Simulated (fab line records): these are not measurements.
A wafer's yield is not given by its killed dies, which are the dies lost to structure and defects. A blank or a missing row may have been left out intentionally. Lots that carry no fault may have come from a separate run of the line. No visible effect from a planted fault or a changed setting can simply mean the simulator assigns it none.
The tool behind it: which one? -- flow sky130 -- 14 lots with 42 wafers sampled at 5 steps, on a route of 708 steps

## WHAT THE GAUGES READ, wafer by wafer
SKY_SONOS_ONO_CD_MEAS_13 targets a cd of 410 nm. Usual: cd-nm at 409.7 nm, with a standard deviation of 1.7.
lot,measured,on,cd-nm (nm),flag
L835,day 13 16:32,cd-sem-02,408.6 410.1 409.5,
L836,day 13 20:07,cd-sem-01,410.7 410.4 410.9,
L838,day 14 04:14,cd-sem-01,407.8 407.9 408.2,
L837,day 14 08:44,cd-sem-01,409.4 409.6 408.7,
L839,day 14 17:13,cd-sem-01,406.3 406.8 405.9,
L840,day 14 21:44,cd-sem-01,409.2 411.2 410.7,
L841,day 15 08:28,cd-sem-02,412.0 413.0 413.2,
L842,day 15 13:14,cd-sem-02,409.0 408.8 410.0,
L843,day 15 19:04,cd-sem-02,410.1 410.9 408.5,
L844,day 16 11:19,cd-sem-02,408.2 411.3 407.8,
L847,day 17 18:41,cd-sem-02,408.7 412.8 409.4,
L853,day 19 11:32,cd-sem-01,406.7 409.5 411.0,
L855,day 20 00:18,cd-sem-01,407.2 409.6 409.2,
L858,day 21 02:41,cd-sem-02,409.1 409.6 411.8,

SKY_SONOS_ONO_OVL_MEAS_14. Usual: for SONOS_ONO_OVL the level is -1.5 nm and the standard deviation is 1.1.
lot,measured,on,SONOS_ONO_OVL (nm),flag
L835,day 13 16:39,overlay-01,-0.4 -0.4 -0.3,
L836,day 13 20:13,overlay-02,-1.6 -1.6 -1.8,
L838,day 14 04:21,overlay-02,-2.2 -1.7 -0.5,
L837,day 14 08:51,overlay-02,1.1 0.9 0.2,
L839,day 14 17:20,overlay-02,-1.7 -1.2 -1.0,
L840,day 14 21:51,overlay-01,-1.8 -1.9 -2.0,
L841,day 15 08:34,overlay-02,-2.0 -2.9 -1.6,
L842,day 15 13:21,overlay-01,-2.4 -2.9 -2.8,
L843,day 15 19:11,overlay-01,-1.3 -1.2 -2.4,
L844,day 16 11:26,overlay-02,-2.5 -2.9 -1.2,
L847,day 17 18:46,overlay-02,-3.3 -1.8 -0.6,
L853,day 19 11:39,overlay-01,-1.6 -1.9 -0.9,
L855,day 20 00:25,overlay-02,-1.4 -1.6 -2.0,
L858,day 21 02:48,overlay-01,-0.4 -0.2 -0.1,

SKY_POLY_GATE_OVL_MEAS_14. Usual: for POLY_GATE_OVL the level is 0 nm and the standard deviation is 4.7.
lot,measured,on,POLY_GATE_OVL (nm),flag
L835,day 17 13:46,overlay-02,-5 -7 -4,
L836,day 17 18:55,overlay-02,4 -4 5,
L838,day 18 03:25,overlay-01,-3 -4 3,
L837,day 18 08:55,overlay-02,1 1 -3,
L839,day 18 18:30,overlay-01,0 0 -2,
L840,day 19 05:33,overlay-01,-2 3 7,
L841,day 19 12:01,overlay-01,-2 0 3,
L842,day 19 17:25,overlay-01,33 35 33,OFF
L843,day 20 01:42,overlay-01,-5 -3 0,
L844,day 20 17:14,overlay-01,27 30 28,OFF
L847,day 22 03:31,overlay-01,39 36 39,OFF
L853,day 23 20:15,overlay-01,4 -2 7,
L855,day 24 06:04,overlay-02,5 8 4,
L858,day 25 05:51,overlay-02,-6 -2 -14,

SKY_POLY_GATE_CD_MEAS_22. Usual: cd-nm at 149.5 nm, with a standard deviation of 2.2.
lot,measured,on,cd-nm (nm),flag
L835,day 17 16:22,cd-sem-02,149.4 146.4 149.3,
L836,day 17 20:42,cd-sem-01,146.6 147.6 146.7,
L838,day 18 06:17,cd-sem-02,149.0 149.2 150.1,
L837,day 18 11:55,cd-sem-01,149.7 149.5 147.1,
L839,day 18 20:28,cd-sem-01,149.5 147.2 151.4,
L840,day 19 08:14,cd-sem-01,149.5 149.8 151.5,
L841,day 19 14:38,cd-sem-01,149.7 152.4 151.4,
L842,day 19 21:21,cd-sem-02,151.8 147.7 150.2,
L843,day 20 03:30,cd-sem-01,148.5 144.9 150.9,
L844,day 20 18:58,cd-sem-02,149.8 151.3 148.6,
L847,day 22 06:15,cd-sem-02,153.1 152.4 149.4,
L853,day 23 21:59,cd-sem-02,146.8 151.9 147.5,
L855,day 24 08:39,cd-sem-02,148.7 150.4 149.1,
L858,day 25 07:35,cd-sem-02,147.1 147.9 148.9,

## WHAT TOOL EACH LOT RAN ON (gives the tool, then ch and the chambers of the sampled wafers, and finally the start)
lot,SKY_POLY_GATE_EXPOSE_10
L835,"krf-scanner-01 ch 0, day 16 22:51"
L836,"krf-scanner-02 ch 0, day 17 03:10"
L838,"krf-scanner-02 ch 0, day 17 12:43"
L837,"krf-scanner-02 ch 0, day 17 17:30"
L839,"krf-scanner-01 ch 0, day 18 03:02"
L840,"krf-scanner-02 ch 0, day 18 13:25"
L841,"krf-scanner-02 ch 0, day 18 19:37"
L842,"krf-scanner-02 ch 0, day 19 02:11"
L843,"krf-scanner-01 ch 0, day 19 09:17"
L844,"krf-scanner-02 ch 0, day 20 00:50"
L847,"krf-scanner-02 ch 0, day 21 11:26"
L853,"krf-scanner-01 ch 0, day 23 05:05"
L855,"krf-scanner-01 ch 0, day 23 15:09"
L858,"krf-scanner-01 ch 0, day 24 15:28"
- SKY_POLY_GATE_EXPOSE_10: exposes mask P1M, target cd 150 nm.

## WHAT THE TOOLS THEMSELVES READ (means of the sampled wafers that have a number; where no wafer has one, the mark that the record gives instead)
The record holds no such reading with a usual standard deviation.

## THE ANSWER, worked out from the rows above alone
Rule: a lot counts as off when the mean over its wafers that have a number is more than 3 standard deviations away from the usual mean. Also off: a lot with no number at a reading for which 4 or more lots have one. All remaining lots with rows at the step are treated as sound. The gauges are gone through in route order, then the tools' own readings, and for those a lot's mean is taken as printed above. At the first step where some lot is off, the reading lying furthest off is the one used; lots without a number count as furthest.
Off: at SKY_POLY_GATE_OVL_MEAS_14 (POLY_GATE_OVL), L842, L844, L847.
A tool fits if, at a process step before that reading, it ran every lot that is off, and no sound lot after the first of them. The gauges at SKY_POLY_GATE_OVL_MEAS_14 are tried like those tools. One fits: SKY_POLY_GATE_EXPOSE_10 on krf-scanner-02. A fault onset in the window from L841 (day 18 19:37, its last sound lot) to L842 (day 19 02:11, its first lot off) fits.

## WHAT THE SIMULATOR HAD INSERTED
Scanner matching overlay: krf-scanner-02, from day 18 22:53 on, at SKY_POLY_GATE_EXPOSE_10. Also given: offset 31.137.
Shown lots that were struck: L842, L844, L847. The rule above found the same.
